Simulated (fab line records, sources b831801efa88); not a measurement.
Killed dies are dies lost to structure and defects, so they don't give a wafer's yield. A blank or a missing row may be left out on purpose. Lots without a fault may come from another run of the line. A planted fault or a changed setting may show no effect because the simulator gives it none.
Which tool did it? | flow sky130 | 12 lots, 36 wafers sampled, at 4 steps of a route of 708

WHAT THE GAUGES READ, wafer by wafer
The record holds no reading of a measuring or inspecting step that can be judged against a usual standard deviation.

WHICH TOOL RAN EACH LOT (tool, then ch and the chambers of the sampled wafers, then the start)
lot  | SKY_POLY_GATE_ETCH_16              | SKY_LI_CONTACT_ETCH_15             | SKY_CONTACT_CMP_04            | SKY_CONTACT_ETCH_18
L605 | rie_diel-02 ch 1,2,3, day 16 13:14 | rie_diel-03 ch 0,1,3, day 29 05:25 | cmp-02 ch 0,3, day 30 12:32   | rie_diel-04 ch 0,2,3, no start
L607 | rie_diel-01 ch 1,3, day 16 23:21   | rie_diel-03 ch 0,1,3, day 29 15:39 | cmp-01 ch 1,2,3, day 30 21:29 | rie_diel-04 ch 0,1,2, no start
L606 | rie_diel-04 ch 0,1,3, day 17 00:16 | rie_diel-04 ch 0,1,3, day 29 17:42 | cmp-01 ch 0,2,3, day 31 00:49 | rie_diel-02 ch 1,2,3, no start
L608 | rie_diel-04 ch 0,3, day 17 23:31   | rie_diel-02 ch 0,2,3, day 31 00:31 | cmp-02 ch 0,2,3, day 32 05:37 | rie_diel-04 ch 0,2,3, no start
L609 | rie_diel-02 ch 0,1, day 18 06:44   | rie_diel-02 ch 0,3, day 30 18:16   | cmp-02 ch 0,2,3, day 32 00:07 | rie_diel-02 ch 1,2,3, no start
L610 | rie_diel-01 ch 0,3, day 18 14:12   | rie_diel-03 ch 0,1, day 31 06:21   | cmp-01 ch 1,2, day 32 12:16   | rie_diel-01 ch 1,3, no start
L612 | rie_diel-01 ch 1,2,3, day 19 06:49 | rie_diel-02 ch 1,2,3, day 31 20:44 | cmp-01 ch 0,1,2, day 33 03:46 | rie_diel-01 ch 0,3, no start
L618 | rie_diel-01 ch 0,1,2, day 21 12:37 | rie_diel-04 ch 0,1,3, day 33 22:39 | cmp-01 ch 0,2,3, day 35 04:00 | rie_diel-02 ch 0,2,3, no start
L621 | rie_diel-01 ch 1,2,3, day 21 23:21 | rie_diel-04 ch 1,2, day 34 05:06   | cmp-01 ch 0,1,2, day 35 10:32 | rie_diel-01 ch 0,3, no start
L625 | rie_diel-04 ch 0,1,3, day 23 12:41 | rie_diel-03 ch 0,2, day 35 15:13   | cmp-02 ch 0,1,2, day 36 18:53 | rie_diel-04 ch 0,1,2, no start
L627 | rie_diel-02 ch 0,2, day 24 23:34   | rie_diel-03 ch 0,1, day 36 21:30   | cmp-01 ch 0,1, day 38 00:46   | rie_diel-01 ch 0,3, no start
L628 | rie_diel-04 ch 0,1,3, day 25 01:08 | rie_diel-03 ch 2,3, day 37 01:46   | cmp-02 ch 0,1,3, day 38 05:34 | rie_diel-02 ch 0,1, no start
- SKY_POLY_GATE_ETCH_16: etches Si3N4 in CH3F/O2, stops on poly-Si, time 147.5 s, target depth 75 nm.
- SKY_LI_CONTACT_ETCH_15: etches PSG in C4F8/O2/Ar, stops on Si, target depth 600 nm.
- SKY_CONTACT_CMP_04: polishes SiO2.
- SKY_CONTACT_ETCH_18: etches Si3N4 in CHF3/O2, stops on TiN, time 39 s, target depth 75 nm.

WHAT THE TOOLS THEMSELVES READ (means of the sampled wafers that have a number; where no wafer has one, the mark that the record gives instead)
SKY_POLY_GATE_ETCH_16. Usual: bias_w 80.00 W, standard deviation 0.24; drypump_motor_current_A 5.6 A, standard deviation 0.56; oes_product_au 0.639 a.u., standard deviation 0.0048; throttle_valve_pct 10.535 %, standard deviation 0.0086.
lot  | tool        | bias_w (W) | drypump_motor_current_A (A) | oes_product_au (a.u.) | throttle_valve_pct (%) | flag
L605 | rie_diel-02 | 79.72      | 5.3                         | 0.634                 | 10.546                 |
L607 | rie_diel-01 | 80.25      | 5.1                         | 0.641                 | 10.538                 |
L606 | rie_diel-04 | 80.01      | 5.4                         | 0.637                 | 10.524                 |
L608 | rie_diel-04 | 80.13      | 5.4                         | 0.639                 | 10.532                 |
L609 | rie_diel-02 | 79.77      | 5.6                         | 0.636                 | 10.538                 |
L610 | rie_diel-01 | 79.87      | 6.1                         | 0.637                 | 10.535                 |
L612 | rie_diel-01 | 79.87      | 5.5                         | 0.636                 | 10.525                 |
L618 | rie_diel-01 | 77.28      | 5.9                         | 0.637                 | 10.543                 | OFF
L621 | rie_diel-01 | 77.47      | 5.5                         | 0.638                 | 10.539                 | OFF
L625 | rie_diel-04 | 80.02      | 5.4                         | 0.639                 | 10.532                 |
L627 | rie_diel-02 | 80.15      | 5.6                         | 0.638                 | 10.531                 |
L628 | rie_diel-04 | 79.96      | 5.4                         | 0.643                 | 10.543                 |

SKY_LI_CONTACT_ETCH_15. Usual: bias_w 1200 W, standard deviation 4; oes_product_au 0.836 a.u., standard deviation 0.0043.
lot  | tool        | bias_w (W) | oes_product_au (a.u.) | flag
L605 | rie_diel-03 | 1198       | 0.831                 |
L607 | rie_diel-03 | 1197       | 0.834                 |
L606 | rie_diel-04 | 1199       | 0.840                 |
L608 | rie_diel-02 | 1200       | 0.834                 |
L609 | rie_diel-02 | 1203       | 0.838                 |
L610 | rie_diel-03 | 1199       | 0.835                 |
L612 | rie_diel-02 | 1200       | 0.836                 |
L618 | rie_diel-04 | 1204       | 0.836                 |
L621 | rie_diel-04 | 1201       | 0.836                 |
L625 | rie_diel-03 | 1199       | 0.831                 |
L627 | rie_diel-03 | 1200       | 0.839                 |
L628 | rie_diel-03 | 1199       | 0.836                 |

SKY_CONTACT_CMP_04. Usual: motor_current_A 12.1 A, standard deviation 0.93; slurry_filter_dp_kPa 13.52 kPa, standard deviation 0.13; time_to_endpoint_s 81 s, standard deviation 4.3.
lot  | tool   | motor_current_A (A) | slurry_filter_dp_kPa (kPa) | time_to_endpoint_s (s) | flag
L605 | cmp-02 | 11.1                | 13.42                      | 73                     |
L607 | cmp-01 | 12.4                | 13.52                      | 81                     |
L606 | cmp-01 | 11.9                | 13.36                      | 84                     |
L608 | cmp-02 | 10.7                | 13.59                      | 84                     |
L609 | cmp-02 | 10.8                | 13.47                      | 80                     |
L610 | cmp-01 | 12.5                | 13.47                      | 79                     |
L612 | cmp-01 | 12.5                | 13.63                      | 84                     |
L618 | cmp-01 | 12.4                | 13.57                      | 81                     |
L621 | cmp-01 | 12.2                | 13.69                      | 87                     |
L625 | cmp-02 | 11.4                | 13.63                      | 80                     |
L627 | cmp-01 | 12.7                | 13.55                      | 84                     |
L628 | cmp-02 | 12.0                | 13.53                      | 75                     |

SKY_CONTACT_ETCH_18. Usual: bias_w 199.9 W, standard deviation 0.59; drypump_motor_current_A 5.5 A, standard deviation 0.56; oes_product_au 0.854 a.u., standard deviation 0.007; throttle_valve_pct 8.793 %, standard deviation 0.009.
lot  | tool        | bias_w (W) | drypump_motor_current_A (A) | oes_product_au (a.u.) | throttle_valve_pct (%) | flag
L605 | rie_diel-04 | 199.7      | 5.1                         | 0.856                 | 8.787                  |
L607 | rie_diel-04 | 199.8      | 5.2                         | 0.850                 | 8.789                  |
L606 | rie_diel-02 | 200.1      | 5.3                         | 0.850                 | 8.788                  |
L608 | rie_diel-04 | 200.1      | 5.1                         | 0.852                 | 8.801                  |
L609 | rie_diel-02 | 200.0      | 5.3                         | 0.858                 | 8.798                  |
L610 | rie_diel-01 | 199.6      | 5.1                         | 0.851                 | 8.790                  |
L612 | rie_diel-01 | 199.5      | 6.0                         | 0.856                 | 8.800                  |
L618 | rie_diel-02 | 200.7      | 5.4                         | 0.850                 | 8.787                  |
L621 | rie_diel-01 | 200.1      | 5.6                         | 0.857                 | 8.796                  |
L625 | rie_diel-04 | 200.2      | 5.2                         | 0.853                 | 8.792                  |
L627 | rie_diel-01 | 199.6      | 6.0                         | 0.859                 | 8.799                  |
L628 | rie_diel-02 | 200.2      | 5.4                         | 0.852                 | 8.789                  |

THE ANSWER, worked out from the rows above alone
Rule: a lot is off if the mean of its wafers that have a number lies more than 3 standard deviations from the usual mean. A lot without any number at a reading at which 4 lots or more have one is off too. The other lots that the step has rows for count as sound. The gauges are gone through in route order, then the tools' own readings, and for those a lot's mean is taken as printed above. The first step at which some lot is off is used, and at that step the reading that is off furthest; a lot without a number counts as furthest.
Off: L618, L621, at SKY_POLY_GATE_ETCH_16 (bias_w).
A tool fits if, at that step or a process step before it, it ran every lot that is off, and no sound lot after the first of them. One fits: rie_diel-01 at SKY_POLY_GATE_ETCH_16. Its last sound lot is L612 (day 19 06:49), its first lot that is off L618 (day 21 12:37): a fault that began between those two fits.
The tool's own readings at SKY_POLY_GATE_ETCH_16 bear it out: on the lots that are off they differ by more than 5 times the standard deviation of the sound lots' means. bias_w reads 77.38 W there against 79.97 W on the sound lots.

WHAT THE SIMULATOR HAD PUT IN
Process parameter drift: rie_diel-01, from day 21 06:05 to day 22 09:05, at SKY_POLY_GATE_ETCH_16. Setting bias_w, moved by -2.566, from 80. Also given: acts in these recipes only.
Lots struck among those shown: L618, L621. The rule above found the same.
